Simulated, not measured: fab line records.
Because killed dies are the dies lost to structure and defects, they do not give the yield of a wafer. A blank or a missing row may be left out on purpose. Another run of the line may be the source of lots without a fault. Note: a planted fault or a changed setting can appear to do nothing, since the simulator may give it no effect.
A lot that was struck, set against a sound lot -- flow sky130 -- 19 out of 708 route steps
Sound: these wafers, L932.2, L932.4, L932.5. Struck: wafers L939.2, L939.4, L939.5. The cause comes at the end.
Order at every step that has rows: each side's tool, ch and its chambers, its first start. Under that, the readings that differ: sound wafers -- struck wafers -- difference of the means -- sigmas: that difference in standard deviations of wafers without a fault.
alike: a reading whose means differ by less than 2 such deviations, as well as words and numbers matching on both sides. not compared: withheld readings; readings where some wafer has no value; bounds like >300 that might hide an equal value; numbers whose values overlap and for which the record gives no deviation.
The two part at a step that has a row with sigmas, a row that says differs or no value, or rows on one side only. Non-overlapping numbers with no deviation appear without sigmas and do not part them. A reading missing from all wafers of one side parts the sides only when that side holds two or more wafers.

first, 4 steps without rows for these wafers: SKY_METAL2_STRIP_21 (strips in post etch residue remover, time 1200 s); SKY_METAL2_CLEAN_22 (cleans in IPA, time 180 s); SKY_METAL2_CLEAN_23 (cleans in O3/DIW); SKY_VIA2_HDPCVD_00 (deposits SiO2, target thk 1180 nm, time 196.7 s).
SKY_VIA2_THK_MEAS_01:
  sound on filmMetro-04 at day 36 08:15; struck on filmMetro-02 at day 38 22:19
  alike: VIA2_HDPCVD_THK
SKY_VIA2_CMP_02: polishes SiO2.
  sound on cmp-01 ch 0,1, day 36 08:18; struck on cmp-01 ch 2,3, day 38 22:38
  alike: motorCurrentA, slurryFilterDpKPa
SKY_VIA2_BOW_MEAS_03:
  sound on filmMetro-01 at day 36 08:37; struck on filmMetro-02 at day 38 22:55
  alike: VIA2_BOW
then, 5 steps without rows for these wafers: SKY_VIA2_DEHYDRATE_04 (time 60 s); SKY_VIA2_HMDS_05 (prime time 60 s); SKY_VIA2_COAT_06 (resist thk 60 nm); SKY_VIA2_COAT_07 (resist thk 450 nm); SKY_VIA2_SOFTBAKE_08 (time 90 s).
SKY_VIA2_EXPOSE_09: exposes mask VIM2, target cd 200 nm.
  sound on krfScanner-02 ch 0, day 36 21:07; struck on krfScanner-02 ch 0, day 39 11:37
reading,sound,struck,difference,sigmas
model.VIA2.overlayXNm (nm),-0.1305 -0.1305 -0.1305,31.43 31.43 31.43,+31.56,
  alike: mask
then, 2 steps without rows for these wafers: SKY_VIA2_PEB_10; SKY_VIA2_DEVELOP_11 (develop time 60 s).
SKY_VIA2_CD_MEAS_12: the cd target is 200 nm.
  sound on cdSem-01 at day 37 10:07; struck on cdSem-02 at day 39 23:07
  alike: cdNm
SKY_VIA2_OVL_MEAS_13:
  sound on overlay-01 at day 37 10:13; struck on overlay-02 at day 39 23:13
reading,sound,struck,difference,sigmas
VIA2_OVL (nm),-6 -3 0,33 29 38,+36,+7
SKY_VIA2_ETCH_14: etches BARC in N2/H2, stops on SiO2, time 45.9 s, target depth 60 nm.
  sound on rieDiel-02 ch 0,2,3, day 37 10:14; struck on rieDiel-02 ch 0,2, day 39 23:15
  alike: drypumpMotorCurrentA, oesProductAu, throttleValvePct
  not compared: rfHoursCounterH
following that, these wafers have no rows for 1 step: SKY_PAD_OPEN_PROBE_99.

== WHERE THEY PART ==
At SKY_VIA2_OVL_MEAS_13 and nowhere else, as far as this record goes. Later steps at which nothing parts them and some readings are alike: SKY_VIA2_ETCH_14.

WHY: whatever the simulator had introduced
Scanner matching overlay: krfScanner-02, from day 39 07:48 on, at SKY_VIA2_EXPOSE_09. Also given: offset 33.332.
